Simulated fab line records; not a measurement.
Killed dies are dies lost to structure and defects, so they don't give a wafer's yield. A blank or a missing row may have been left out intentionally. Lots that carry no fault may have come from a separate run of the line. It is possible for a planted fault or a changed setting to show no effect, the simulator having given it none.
fab line records | flow sky130 | part 1 of 2: steps 1 to 22 of 32
record: lots: 5 | wafers: 15 | last_day: 49
route steps=708 shown VIA4@654 METAL5@661 PASSIVATION@681
lots with no fault: from the same line, run without faults
start_h: start of the lot's first displayed wafer, in hours after the record's first day | wait_h: how many hours have passed since the lot's step before this one | " same as the row above | L1.1+2: one row covering several wafers at once | - no value, or no start was given | * or withheld: withheld | < > ~ a bound
route shown NAME@n: names a module that has steps shown in the file, with the first one's number in the route | usual: average and standard deviation across the fault-free wafers | same: alike in all rows | chamber/n: place in a boat | sites: readings site by site | _std_site: standard deviation across them | _edge_site: the outer-site mean with the inner-site mean subtracted | radius_mm: how far each site lies from the wafer's centre | mask NAME#n: copy n | behind: tool/chamber where the wafer was last shaped | hold: why the lot was held/for how many hours/how that ended | device: transistor that didn't switch, given as n, p or np | end of line: tests run on the same wafers once the route is complete | for a step that has no rows: nothing shown but its recipe | killed: dies lost to structure and defects at the first sort, not the wafer's yield | map: shows each die of a wafer: x if killed, . if not, _ if none is there
set.NAME: the run value of the setting; set.NAME@STEP: its run value at that earlier step | model.NAME: the simulator's own value behind a step, which no gauge read
a table for each step, a row for each wafer; lots at some steps of the route
services: a tool's chamber out of use, with start hour (start_h, from the record's first day; less than 0 if before it), hours out, and reason
== steps ==
step: SKY_VIA4_CLEAN_15
recipe: chemistry: IPA | time_s: 180 | temp_c: 25
usual: temp_c: 25.00/0.12
lot.wafer | tool         | chamber | start_h | wait_h | temp_c
L080.1    | wet_bench-04 | 1       | 1044.37 | 0.0    | 25.10
L080.2    | "            | 1       | "       | "      | 25.06
L080.5    | "            | 1       | "       | "      | 24.93
L079.1    | wet_bench-03 | 2       | 1047.78 | 0.0    | 24.97
L079.3    | "            | 2       | "       | "      | 24.97
L079.5    | "            | 2       | "       | "      | 25.05
L081.1    | wet_bench-04 | 2       | 1064.61 | 0.0    | 25.14
L081.2    | "            | 2       | "       | "      | 25.01
L081.6    | "            | 2       | "       | "      | 25.04
L090.3    | wet_bench-03 | 0       | 1106.72 | 0.0    | 24.92
L090.4    | "            | 0       | "       | "      | 25.01
L090.5    | "            | 0       | "       | "      | 24.94
L091.3    | wet_bench-03 | 3       | 1111.78 | 0.0    | 25.02
L091.4    | "            | 3       | "       | "      | 24.95
L091.6    | "            | 3       | "       | "      | 25.01
step: SKY_VIA4_CLEAN_16
recipe: chemistry: O3/DIW | dry: n2_spin
lot.wafer  | tool         | chamber | start_h | wait_h
L080.1+2+5 | wet_bench-03 | 3       | 1044.43 | 0.0
L079.1+3+5 | wet_bench-01 | 2       | 1047.84 | 0.0
L081.1+2+6 | wet_bench-03 | 0       | 1064.66 | 0.0
L090.3+4+5 | wet_bench-04 | 0       | 1106.78 | 0.0
L091.3+4+6 | wet_bench-03 | 1       | 1111.84 | 0.0
step: SKY_VIA4_SPUTTER_17
recipe: material: TiN | target_thk_nm: 20 | chamber_pressure_pa: 5 | power_w: 4000 | time_s: 80
usual: cathode_dc_power_W: 4000.0/0.78 | chamber_pressure_pa: 5.001/0.01 | throttle_valve_pct: 29.9/0.49
lot.wafer | tool           | chamber | start_h | wait_h | cathode_dc_power_W | chamber_pressure_pa | throttle_valve_pct
L080.1    | pvd_sputter-01 | -       | 1044.52 | 0.0    | 4000.5             | 5.013               | 29.9
L080.2    | "              | -       | "       | "      | 3998.9             | 5.012               | 30.2
L080.5    | "              | -       | "       | "      | 4000.5             | 5.003               | 29.9
L079.1    | pvd_sputter-02 | -       | 1047.94 | 0.0    | 4000.2             | 5.003               | 30.7
L079.3    | "              | -       | "       | "      | 4001.8             | 5.020               | 30.0
L079.5    | "              | -       | "       | "      | 3999.6             | 5.010               | 30.6
L081.1    | pvd_sputter-01 | -       | 1064.76 | 0.0    | 3999.8             | 4.999               | 30.0
L081.2    | "              | -       | "       | "      | 3999.8             | 4.981               | 30.3
L081.6    | "              | -       | "       | "      | 4000.3             | 4.999               | 29.8
L090.3    | pvd_sputter-04 | -       | 1106.87 | 0.0    | 3999.8             | 5.008               | 29.7
L090.4    | "              | -       | "       | "      | 4000.3             | 5.029               | 30.3
L090.5    | "              | -       | "       | "      | 3998.9             | 4.998               | 29.7
L091.3    | pvd_sputter-02 | -       | 1111.94 | 0.0    | 3999.9             | 5.009               | 29.4
L091.4    | "              | -       | "       | "      | 3999.2             | 4.999               | 30.6
L091.6    | "              | -       | "       | "      | 3999.8             | 5.010               | 30.0
step: SKY_VIA4_CVD_18
recipe: material: W | target_thk_nm: 505 | time_s: 152.14 | temp_c: 402.1 | pressure_torr: 40
usual: heater_power_w: 842/76
lot.wafer | tool     | chamber | start_h | wait_h | heater_power_w
L080.1    | cvd_w-02 | 1       | 1044.58 | 0.0    | 922
L080.2    | "        | 0       | "       | "      | 740
L080.5    | "        | 0       | "       | "      | 753
L079.1    | cvd_w-01 | 0       | 1048.00 | 0.0    | 846
L079.3    | "        | 1       | "       | "      | 928
L079.5    | "        | 0       | "       | "      | 828
L081.1    | cvd_w-02 | 1       | 1064.82 | 0.0    | 929
L081.2    | "        | 0       | "       | "      | 759
L081.6    | "        | 0       | "       | "      | 751
L090.3    | cvd_w-02 | 0       | 1107.11 | 0.2    | 754
L090.4    | "        | 1       | "       | "      | 909
L090.5    | "        | 0       | "       | "      | 765
L091.3    | cvd_w-02 | 0       | 1112.10 | 0.1    | 736
L091.4    | "        | 0       | "       | "      | 754
L091.6    | "        | 0       | "       | "      | 749
step: SKY_VIA4_RS_MEAS_19
recipe: thk_meas_gauge: four-point-probe | reads: W_of_VIA4_CVD_18+TiN_of_VIA4_SPUTTER_17
usual: VIA4_W_RS: 0.216/0.0046
lot.wafer | tool          | chamber | start_h | wait_h | VIA4_W_RS[ohm/sq]
L080.1    | film_metro-02 | -       | 1044.73 | 0.1    | 0.208
L080.2    | "             | -       | "       | "      | 0.216
L080.5    | "             | -       | "       | "      | 0.217
L079.1    | film_metro-03 | -       | 1048.15 | 0.1    | 0.216
L079.3    | "             | -       | "       | "      | 0.214
L079.5    | "             | -       | "       | "      | 0.217
L081.1    | film_metro-02 | -       | 1064.97 | 0.1    | 0.211
L081.2    | "             | -       | "       | "      | 0.221
L081.6    | "             | -       | "       | "      | 0.221
L090.3    | film_metro-01 | -       | 1107.25 | 0.1    | 0.218
L090.4    | "             | -       | "       | "      | 0.208
L090.5    | "             | -       | "       | "      | 0.220
L091.3    | film_metro-02 | -       | 1112.35 | 0.2    | 0.219
L091.4    | "             | -       | "       | "      | 0.221
L091.6    | "             | -       | "       | "      | 0.218
step: SKY_VIA4_THK_MEAS_20
recipe: thk_meas_gauge: xrf | reads: W_of_VIA4_CVD_18
usual: VIA4_W_THK: 517/12
lot.wafer | tool          | chamber | start_h | wait_h | VIA4_W_THK[nm]
L080.1    | film_metro-02 | -       | 1044.85 | 0.1    | 540
L080.2    | "             | -       | "       | "      | 522
L080.5    | "             | -       | "       | "      | 520
L079.1    | film_metro-03 | -       | 1048.27 | 0.1    | 507
L079.3    | "             | -       | "       | "      | 514
L079.5    | "             | -       | "       | "      | 508
L081.1    | film_metro-02 | -       | 1065.09 | 0.1    | 529
L081.2    | "             | -       | "       | "      | 503
L081.6    | "             | -       | "       | "      | 501
L090.3    | film_metro-01 | -       | 1107.35 | 0.1    | 512
L090.4    | "             | -       | "       | "      | 536
L090.5    | "             | -       | "       | "      | 504
L091.3    | film_metro-02 | -       | 1112.45 | 0.1    | 509
L091.4    | "             | -       | "       | "      | 504
L091.6    | "             | -       | "       | "      | 512
step: SKY_VIA4_CMP_21
recipe: stop_on: SiO2 | t_overpolish_s: 25 | down_force_psi: 3.5 | platen_rpm: 60 | target_thk_nm: 0 | pad_velocity_m_s: 0.94248
usual: edge_zone_pressure_frac: 1.000/0.0053 | head_pressure_psi: 3.500/0.0089 | motor_current_A: 10.8/1.2 | overpolish_run_s: 25.000/0.0089 | slurry_flow_ml_min: 150.0/0.45 | time_to_endpoint_s: 127/6.4
lot.wafer | tool   | chamber | start_h | wait_h | edge_zone_pressure_frac | head_pressure_psi | motor_current_A | overpolish_run_s | slurry_flow_ml_min | time_to_endpoint_s
L080.1    | cmp-02 | 2       | 1044.91 | 0.1    | 1.000                   | 3.502             | 11.5            | 24.998           | 150.2              | 130
L080.2    | "      | 3       | "       | "      | 1.012                   | 3.502             | 13.4            | 24.989           | 149.7              | 123
L080.5    | "      | 2       | "       | "      | 1.001                   | 3.504             | 11.6            | 24.997           | 150.2              | 126
L079.3    | cmp-01 | 3       | 1048.44 | 0.1    | 1.004                   | 3.498             | 9.8             | 24.993           | 149.9              | 123
L079.1    | "      | 0       | "       | "      | 1.008                   | 3.505             | 11.0            | 25.007           | 150.1              | 119
L079.5    | "      | 1       | "       | "      | 0.995                   | 3.484             | 9.9             | 24.996           | 149.8              | 115
L081.1    | cmp-01 | 3       | 1065.15 | 0.1    | 0.997                   | 3.502             | 10.5            | 25.006           | 150.6              | 134
L081.2    | "      | 2       | "       | "      | 1.009                   | 3.511             | 9.9             | 24.998           | 150.2              | 123
L081.6    | "      | 0       | "       | "      | 1.000                   | 3.488             | 10.9            | 25.004           | 149.6              | 124
L090.4    | cmp-02 | 0       | 1107.49 | 0.1    | 1.011                   | 3.507             | 9.6             | 25.006           | 150.6              | 131
L090.3    | "      | 1       | "       | "      | 1.001                   | 3.486             | 11.2            | 25.012           | 150.6              | 139
L090.5    | "      | 3       | "       | "      | 0.999                   | 3.497             | 12.9            | 25.009           | 149.8              | 124
L091.4    | cmp-02 | 3       | 1112.49 | 0.0    | 1.011                   | 3.495             | 12.4            | 24.995           | 150.2              | 125
L091.3    | "      | 1       | "       | "      | 0.998                   | 3.501             | 10.7            | 25.004           | 150.3              | 138
L091.6    | "      | 3       | "       | "      | 1.008                   | 3.500             | 13.1            | 25.014           | 150.2              | 122
step: SKY_METAL5_SPUTTER_00
recipe: material: Ti | target_thk_nm: 15 | power_w: 3000 | time_s: 10 | chamber_pressure_pa: 0.4
usual: cathode_dc_power_W: 3000.0/0.51 | chamber_pressure_pa: 0.4001/0.00079 | throttle_valve_pct: 30.1/0.47
lot.wafer | tool           | chamber | start_h | wait_h | cathode_dc_power_W | chamber_pressure_pa | throttle_valve_pct
L080.1    | pvd_sputter-02 | -       | 1045.21 | 0.2    | 3000.2             | 0.3995              | 30.0
L080.2    | "              | -       | "       | "      | 2999.8             | 0.4003              | 30.3
L080.5    | "              | -       | "       | "      | 3000.3             | 0.4004              | 29.8
L079.1    | pvd_sputter-04 | -       | 1048.65 | 0.1    | 2999.8             | 0.4002              | 29.9
L079.3    | "              | -       | "       | "      | 2999.5             | 0.4001              | 30.0
L079.5    | "              | -       | "       | "      | 3001.2             | 0.4018              | 30.5
L081.1    | pvd_sputter-04 | -       | 1065.45 | 0.2    | 3000.2             | 0.3976              | 29.7
L081.2    | "              | -       | "       | "      | 3000.0             | 0.4003              | 29.9
L081.6    | "              | -       | "       | "      | 3000.6             | 0.4001              | 29.7
L090.3    | pvd_sputter-04 | -       | 1107.69 | 0.1    | 3000.2             | 0.3993              | 30.6
L090.4    | "              | -       | "       | "      | 3000.6             | 0.4007              | 29.8
L090.5    | "              | -       | "       | "      | 3000.0             | 0.3987              | 30.3
L091.3    | pvd_sputter-04 | -       | 1112.79 | 0.1    | 3000.3             | 0.4005              | 30.1
L091.4    | "              | -       | "       | "      | 3001.3             | 0.4001              | 29.8
L091.6    | "              | -       | "       | "      | 3000.1             | 0.4013              | 30.0
step: SKY_METAL5_SPUTTER_01
recipe: material: TiN | target_thk_nm: 20 | power_w: 6500 | time_s: 16.7 | chamber_pressure_pa: 0.4
usual: cathode_dc_power_W: 6499.8/1.2 | chamber_pressure_pa: 0.4000/0.00081 | throttle_valve_pct: 30.1/0.46
lot.wafer | tool           | chamber | start_h | wait_h | cathode_dc_power_W | chamber_pressure_pa | throttle_valve_pct
L080.1    | pvd_sputter-02 | -       | 1045.24 | 0.0    | 6499.5             | 0.4004              | 29.9
L080.2    | "              | -       | "       | "      | 6501.3             | 0.3998              | 30.4
L080.5    | "              | -       | "       | "      | 6500.5             | 0.4007              | 29.9
L079.1    | pvd_sputter-04 | -       | 1048.67 | 0.0    | 6497.6             | 0.4003              | 30.2
L079.3    | "              | -       | "       | "      | 6499.4             | 0.3993              | 29.7
L079.5    | "              | -       | "       | "      | 6498.7             | 0.4007              | 30.4
L081.1    | pvd_sputter-04 | -       | 1065.47 | 0.0    | 6500.0             | 0.3996              | 29.8
L081.2    | "              | -       | "       | "      | 6499.9             | 0.3990              | 30.2
L081.6    | "              | -       | "       | "      | 6501.5             | 0.3994              | 30.1
L090.3    | pvd_sputter-04 | -       | 1107.71 | 0.0    | 6500.9             | 0.4013              | 30.0
L090.4    | "              | -       | "       | "      | 6500.7             | 0.4007              | 29.6
L090.5    | "              | -       | "       | "      | 6499.3             | 0.4013              | 30.2
L091.3    | pvd_sputter-04 | -       | 1112.81 | 0.0    | 6501.0             | 0.3994              | 30.0
L091.4    | "              | -       | "       | "      | 6500.2             | 0.3987              | 30.0
L091.6    | "              | -       | "       | "      | 6501.0             | 0.3991              | 30.2
step: SKY_METAL5_SPUTTER_02
recipe: material: AlCu | target_thk_nm: 1150 | power_w: 10600 | time_s: 61.2 | chamber_pressure_pa: 0.4
usual: cathode_dc_power_W: 10600/2 | chamber_pressure_pa: 0.4001/0.00081 | throttle_valve_pct: 30.1/0.48
lot.wafer | tool           | chamber | start_h | wait_h | cathode_dc_power_W | chamber_pressure_pa | throttle_valve_pct
L080.1    | pvd_sputter-02 | -       | 1045.26 | 0.0    | 10598              | 0.4006              | 30.2
L080.2    | "              | -       | "       | "      | 10600              | 0.4008              | 30.7
L080.5    | "              | -       | "       | "      | 10600              | 0.4000              | 30.2
L079.1    | pvd_sputter-04 | -       | 1048.70 | 0.0    | 10600              | 0.3991              | 30.3
L079.3    | "              | -       | "       | "      | 10599              | 0.3993              | 29.6
L079.5    | "              | -       | "       | "      | 10598              | 0.4008              | 30.3
L081.1    | pvd_sputter-04 | -       | 1065.50 | 0.0    | 10605              | 0.4000              | 29.7
L081.2    | "              | -       | "       | "      | 10602              | 0.4003              | 30.2
L081.6    | "              | -       | "       | "      | 10602              | 0.4006              | 29.8
L090.3    | pvd_sputter-04 | -       | 1107.74 | 0.0    | 10602              | 0.4012              | 30.2
L090.4    | "              | -       | "       | "      | 10602              | 0.4002              | 29.6
L090.5    | "              | -       | "       | "      | 10600              | 0.4012              | 30.2
L091.3    | pvd_sputter-04 | -       | 1112.83 | 0.0    | 10599              | 0.4015              | 30.4
L091.4    | "              | -       | "       | "      | 10601              | 0.4012              | 29.6
L091.6    | "              | -       | "       | "      | 10599              | 0.4005              | 30.1
step: SKY_METAL5_SPUTTER_03
recipe: material: Ti | target_thk_nm: 5 | power_w: 3000 | time_s: 3.3 | chamber_pressure_pa: 0.4
usual: cathode_dc_power_W: 3000.0/0.59 | chamber_pressure_pa: 0.3998/0.00075 | throttle_valve_pct: 30.1/0.46
lot.wafer | tool           | chamber | start_h | wait_h | cathode_dc_power_W | chamber_pressure_pa | throttle_valve_pct
L080.1    | pvd_sputter-02 | -       | 1045.31 | 0.0    | 2999.6             | 0.3994              | 30.0
L080.2    | "              | -       | "       | "      | 2999.8             | 0.3990              | 30.6
L080.5    | "              | -       | "       | "      | 3000.2             | 0.4001              | 30.0
L079.1    | pvd_sputter-04 | -       | 1048.75 | 0.0    | 3000.1             | 0.4001              | 30.4
L079.3    | "              | -       | "       | "      | 3000.9             | 0.4005              | 30.0
L079.5    | "              | -       | "       | "      | 3000.3             | 0.4008              | 30.4
L081.1    | pvd_sputter-04 | -       | 1065.55 | 0.0    | 3000.2             | 0.3991              | 29.9
L081.2    | "              | -       | "       | "      | 2999.6             | 0.4007              | 30.3
L081.6    | "              | -       | "       | "      | 3000.9             | 0.3996              | 29.9
L090.3    | pvd_sputter-04 | -       | 1107.79 | 0.0    | 3000.8             | 0.3989              | 30.1
L090.4    | "              | -       | "       | "      | 3000.8             | 0.3997              | 29.8
L090.5    | "              | -       | "       | "      | 2999.6             | 0.4008              | 29.9
L091.3    | pvd_sputter-04 | -       | 1112.88 | 0.0    | 3000.1             | 0.4012              | 30.4
L091.4    | "              | -       | "       | "      | 3000.1             | 0.4004              | 29.7
L091.6    | "              | -       | "       | "      | 2999.1             | 0.4012              | 30.1
step: SKY_METAL5_SPUTTER_04
recipe: material: TiN | target_thk_nm: 70 | power_w: 6500 | time_s: 58.3 | chamber_pressure_pa: 0.4
usual: cathode_dc_power_W: 6500.0/1.3 | chamber_pressure_pa: 0.4000/0.00083 | throttle_valve_pct: 30.1/0.45
lot.wafer | tool           | chamber | start_h | wait_h | cathode_dc_power_W | chamber_pressure_pa | throttle_valve_pct
L080.1    | pvd_sputter-02 | -       | 1045.33 | 0.0    | 6501.7             | 0.4007              | 30.1
L080.2    | "              | -       | "       | "      | 6501.6             | 0.4006              | 30.6
L080.5    | "              | -       | "       | "      | 6501.3             | 0.3989              | 30.0
L079.1    | pvd_sputter-04 | -       | 1048.77 | 0.0    | 6500.7             | 0.3994              | 29.9
L079.3    | "              | -       | "       | "      | 6500.3             | 0.4006              | 29.9
L079.5    | "              | -       | "       | "      | 6502.6             | 0.4000              | 30.3
L081.1    | pvd_sputter-04 | -       | 1065.57 | 0.0    | 6501.3             | 0.4004              | 30.1
L081.2    | "              | -       | "       | "      | 6498.9             | 0.4025              | 30.4
L081.6    | "              | -       | "       | "      | 6501.1             | 0.3998              | 29.4
L090.3    | pvd_sputter-04 | -       | 1107.81 | 0.0    | 6500.4             | 0.4013              | 30.0
L090.4    | "              | -       | "       | "      | 6501.9             | 0.3997              | 29.8
L090.5    | "              | -       | "       | "      | 6501.0             | 0.4004              | 30.2
L091.3    | pvd_sputter-04 | -       | 1112.90 | 0.0    | 6497.5             | 0.4009              | 30.4
L091.4    | "              | -       | "       | "      | 6501.7             | 0.4013              | 29.6
L091.6    | "              | -       | "       | "      | 6503.1             | 0.3998              | 30.2
step: SKY_METAL5_RS_MEAS_05
recipe: thk_meas_gauge: four-point-probe | reads: TiN_of_METAL5_SPUTTER_04+Ti_of_METAL5_SPUTTER_03+AlCu_of_METAL5_SPUTTER_02+TiN_of_METAL5_SPUTTER_01+Ti_of_METAL5_SPUTTER_00
usual: METAL5_ALCU_RS: 0.02691/0.00025
lot.wafer | tool          | chamber | start_h | wait_h | METAL5_ALCU_RS[ohm/sq]
L080.1    | film_metro-01 | -       | 1045.38 | 0.0    | 0.0273
L080.2    | "             | -       | "       | "      | 0.02679
L080.5    | "             | -       | "       | "      | 0.02661
L079.1    | film_metro-01 | -       | 1048.82 | 0.0    | 0.02699
L079.3    | "             | -       | "       | "      | 0.02689
L079.5    | "             | -       | "       | "      | 0.02694
L081.1    | film_metro-03 | -       | 1065.61 | 0.0    | 0.02712
L081.2    | "             | -       | "       | "      | 0.02724
L081.6    | "             | -       | "       | "      | 0.02727
L090.3    | film_metro-01 | -       | 1107.90 | 0.1    | 0.02718
L090.4    | "             | -       | "       | "      | 0.027
L090.5    | "             | -       | "       | "      | 0.02715
L091.3    | film_metro-04 | -       | 1112.99 | 0.1    | 0.02704
L091.4    | "             | -       | "       | "      | 0.02698
L091.6    | "             | -       | "       | "      | 0.02692
step: SKY_METAL5_THK_MEAS_06
recipe: thk_meas_gauge: xrf | reads: AlCu_of_METAL5_SPUTTER_02
usual: METAL5_ALCU_THK: 1143/13
lot.wafer | tool          | chamber | start_h | wait_h | METAL5_ALCU_THK[nm]
L080.1    | film_metro-01 | -       | 1045.50 | 0.1    | 1133
L080.2    | "             | -       | "       | "      | 1139
L080.5    | "             | -       | "       | "      | 1153
L079.1    | film_metro-01 | -       | 1048.94 | 0.1    | 1133
L079.3    | "             | -       | "       | "      | 1138
L079.5    | "             | -       | "       | "      | 1139
L081.1    | film_metro-03 | -       | 1065.73 | 0.1    | 1129
L081.2    | "             | -       | "       | "      | 1127
L081.6    | "             | -       | "       | "      | 1136
L090.3    | film_metro-01 | -       | 1108.00 | 0.1    | 1127
L090.4    | "             | -       | "       | "      | 1140
L090.5    | "             | -       | "       | "      | 1134
L091.3    | film_metro-04 | -       | 1113.09 | 0.1    | 1132
L091.4    | "             | -       | "       | "      | 1139
L091.6    | "             | -       | "       | "      | 1139
step: SKY_METAL5_DEHYDRATE_07
recipe: temp_c: 200 | time_s: 60
lot.wafer  | tool           | chamber | start_h | wait_h
L080.1+2+5 | litho_track-03 | 0       | 1055.59 | 10.1
L079.1+3+5 | litho_track-02 | 0       | 1058.96 | 10.0
L081.1+2+6 | litho_track-03 | 0       | 1075.34 | 9.6
L090.3+4+5 | litho_track-03 | 0       | 1117.34 | 9.3
L091.3+4+6 | litho_track-03 | 0       | 1122.49 | 9.4
step: SKY_METAL5_HMDS_08
recipe: prime_time_s: 60 | prime_temp_c: 120
lot.wafer  | tool           | chamber | start_h | wait_h
L080.1+2+5 | litho_track-03 | 0       | 1055.74 | 0.1
L079.1+3+5 | litho_track-02 | 0       | 1059.11 | 0.1
L081.1+2+6 | litho_track-03 | 0       | 1075.49 | 0.1
L090.3+4+5 | litho_track-03 | 0       | 1117.49 | 0.1
L091.3+4+6 | litho_track-03 | 0       | 1122.64 | 0.1
step: SKY_METAL5_COAT_09
recipe: resist: NOVOLAK | spin_rpm: 3000 | resist_thk_nm: 1800
lot.wafer  | tool           | chamber | start_h | wait_h
L080.1+2+5 | litho_track-03 | 0       | 1055.89 | 0.1
L079.1+3+5 | litho_track-02 | 0       | 1059.26 | 0.1
L081.1+2+6 | litho_track-03 | 0       | 1075.64 | 0.1
L090.3+4+5 | litho_track-03 | 0       | 1117.64 | 0.1
L091.3+4+6 | litho_track-03 | 0       | 1122.79 | 0.1
step: SKY_METAL5_SOFTBAKE_10
recipe: temp_c: 90 | time_s: 60 | resist: NOVOLAK
lot.wafer  | tool           | chamber | start_h | wait_h
L080.1+2+5 | litho_track-03 | 0       | 1056.04 | 0.1
L079.1+3+5 | litho_track-02 | 0       | 1059.41 | 0.1
L081.1+2+6 | litho_track-03 | 0       | 1075.79 | 0.1
L090.3+4+5 | litho_track-03 | 0       | 1117.79 | 0.1
L091.3+4+6 | litho_track-03 | 0       | 1122.94 | 0.1
step: SKY_METAL5_EXPOSE_11
recipe: mask_id: MM5 | na: 0.6 | source_shape: conventional | sigma_outer: 0.6 | polarization: unpolarized | target_cd_nm: 1600 | dose_mj: 190
usual: focus_offset_nm: 0.0/0.51
lot.wafer | tool             | chamber | start_h | wait_h | mask  | focus_offset_nm
L080.1    | iline_stepper-01 | 0       | -       | -      | MM5#0 | 0.5
L080.2    | "                | 0       | "       | "      | MM5#0 | -0.3
L080.5    | "                | 0       | "       | "      | MM5#0 | 0.5
L079.1    | iline_stepper-02 | 0       | -       | -      | MM5#0 | 0.6
L079.3    | "                | 0       | "       | "      | MM5#0 | -0.7
L079.5    | "                | 0       | "       | "      | MM5#0 | 0.6
L081.1    | iline_stepper-01 | 0       | -       | -      | MM5#0 | 0.0
L081.2    | "                | 0       | "       | "      | MM5#0 | -0.2
L081.6    | "                | 0       | "       | "      | MM5#0 | -0.4
L090.3    | iline_stepper-02 | 0       | -       | -      | MM5#0 | 0.0
L090.4    | "                | 0       | "       | "      | MM5#0 | -0.6
L090.5    | "                | 0       | "       | "      | MM5#0 | -0.1
L091.3    | iline_stepper-01 | 0       | -       | -      | MM5#0 | 0.0
L091.4    | "                | 0       | "       | "      | MM5#0 | -0.2
L091.6    | "                | 0       | "       | "      | MM5#0 | -0.4
step: SKY_METAL5_PEB_12
recipe: temp_c: withheld | time_s: * | resist: NOVOLAK
lot.wafer  | tool           | chamber | start_h | wait_h
L080.1+2+5 | litho_track-01 | 0       | -       | -
L079.1+3+5 | litho_track-02 | 0       | -       | -
L081.1+2+6 | litho_track-02 | 0       | -       | -
L090.3+4+5 | litho_track-02 | 0       | -       | -
L091.3+4+6 | litho_track-03 | 0       | -       | -
step: SKY_METAL5_DEVELOP_13
recipe: resist: NOVOLAK | developer: TMAH | develop_time_s: 60 | dev_temp_c: 23
lot.wafer  | tool           | chamber | start_h | wait_h
L080.1+2+5 | litho_track-01 | 0       | 1066.77 | 0.1
L079.1+3+5 | litho_track-02 | 0       | 1069.91 | 0.1
L081.1+2+6 | litho_track-02 | 0       | 1086.41 | 0.1
L090.3+4+5 | litho_track-02 | 0       | 1127.06 | 0.1
L091.3+4+6 | litho_track-03 | 0       | 1132.79 | 0.1
step: SKY_METAL5_DESCUM_14
recipe: chemistry: O2 | source_power_w: 150 | bias_power_w: 0 | pressure_mtorr: 10 | temp_c: 40 | time_s: 11
usual: chamber_pressure_mTorr: 9.999/0.0083 | drypump_motor_current_A: 5.9/0.59 | he_backside_leak_sccm: 3.5/0.33 | oes_product_au: 0.997/0.014 | rf_fwd_power_W: 147.3/0.71 | temp_c: 39.98/0.11
same: bias_power_w: 0
lot.wafer | tool         | chamber | start_h | wait_h | chamber_pressure_mTorr | drypump_motor_current_A | he_backside_leak_sccm | oes_product_au | rf_fwd_power_W | rf_hours_counter_h | temp_c
L080.1    | rie_metal-01 | 0       | 1066.92 | 0.1    | 10.006                 | 5.4                     | 3.5                   | 0.995          | 146.3          | 18                 | 40.09
L080.2    | "            | 0       | "       | "      | 10.005                 | 5.4                     | 3.5                   | 0.987          | 146.2          | -                  | 39.83
L080.5    | "            | 0       | "       | "      | 9.988                  | 5.4                     | 3.5                   | 0.989          | 146.5          | -                  | 39.82
L079.1    | rie_metal-03 | 1       | 1070.06 | 0.1    | 9.991                  | 5.0                     | 3.5                   | 0.986          | 147.5          | 15                 | 39.91
L079.3    | "            | 1       | "       | "      | 10.005                 | 5.0                     | 3.6                   | 0.990          | 147.0          | -                  | 39.81
L079.5    | "            | 0       | "       | "      | 9.986                  | 6.4                     | 3.5                   | 1.025          | 147.2          | -                  | 40.00
L081.1    | rie_metal-01 | 1       | 1086.56 | 0.1    | 9.992                  | 6.6                     | 3.0                   | 1.003          | 147.9          | 11                 | 39.92
L081.2    | "            | 0       | "       | "      | 10.004                 | 5.4                     | 3.6                   | 0.985          | 146.8          | 20                 | 39.95
L081.6    | "            | 1       | "       | "      | 9.999                  | 6.6                     | 3.0                   | 1.014          | 147.4          | -                  | 39.94
L090.3    | rie_metal-03 | 0       | 1127.17 | 0.1    | 9.992                  | 6.4                     | 3.6                   | 1.018          | 147.8          | -                  | 39.84
L090.4    | "            | 1       | "       | "      | 9.982                  | 5.0                     | 3.5                   | 0.997          | 148.6          | -                  | 39.91
L090.5    | "            | 1       | "       | "      | 10.009                 | 5.0                     | 3.6                   | 0.988          | 147.8          | -                  | 40.03
L091.3    | rie_metal-03 | 1       | 1132.91 | 0.1    | 10.001                 | 5.0                     | 3.6                   | 0.982          | 147.5          | -                  | 39.97
L091.4    | "            | 0       | "       | "      | 9.993                  | 6.4                     | 3.5                   | 1.018          | 147.1          | -                  | 40.16
L091.6    | "            | 0       | "       | "      | 9.996                  | 6.4                     | 3.6                   | 1.018          | 147.4          | -                  | 39.94
